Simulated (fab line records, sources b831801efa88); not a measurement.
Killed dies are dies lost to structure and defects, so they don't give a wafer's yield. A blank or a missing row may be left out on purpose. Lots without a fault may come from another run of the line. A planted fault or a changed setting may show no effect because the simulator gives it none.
Chamber matching | flow sky130 | SKY_CONTACT_ETCH_17 on rie_diel-01: 4 sister chambers
The step etches SiO2 in C4F8/O2/Ar, stops on Si3N4, target depth 340 nm. 4 wafers are shown with their chamber, then 10 later ones without.

WAFERS WITH THEIR CHAMBER
wafer  | chamber | oes_product_au (a.u.)
L089.1 | 0       | 0.900
L089.3 | 1       | 0.890
L091.1 | 3       | 0.889
L091.3 | 2       | 0.891

WAFERS WITHOUT THEIR CHAMBER
wafer  | oes_product_au (a.u.)
L091.5 | 0.895
L092.1 | 0.882
L092.2 | 0.890
L092.6 | 0.898
L095.1 | 0.883
L095.3 | 0.892
L095.6 | 0.899
L094.3 | 0.892
L094.4 | 0.895
L094.5 | 0.897

WHICH CHAMBER EACH WENT THROUGH
wafer  | from the rows above               | in truth
L091.5 | can't be placed: 2 or 0 or 1 or 3 | 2
L092.1 | can't be placed: 3 or 1 or 2      | 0
L092.2 | can't be placed: 1 or 2 or 3      | 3
L092.6 | can't be placed: 0 or 2 or 1 or 3 | 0
L095.1 | can't be placed: 3 or 1 or 2      | 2
L095.3 | can't be placed: 2 or 1 or 3 or 0 | 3
L095.6 | can't be placed: 0 or 2           | 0
L094.3 | can't be placed: 2 or 1 or 3 or 0 | 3
L094.4 | can't be placed: 2 or 0 or 1 or 3 | 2
L094.5 | can't be placed: 0 or 2 or 1 or 3 | 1
Placed correctly: 0 of 10. Can't be placed from these rows: 10 (the true chamber is among the candidates in 9). Placed wrongly: 0.
How it was worked out, from the rows above alone: a wafer's distance from a chamber is the root of the sum, over the readings, of the square of ((its reading less the chamber's mean) divided by the reading's scatter). The wafer belongs to the nearest chamber; if the next one is less than 2 further off, it can't be placed. A chamber's mean is the mean of its shown wafers. The scatter: with one shown wafer a chamber, the root of the mean of the squares of how far each hidden wafer lies from its nearest shown one.
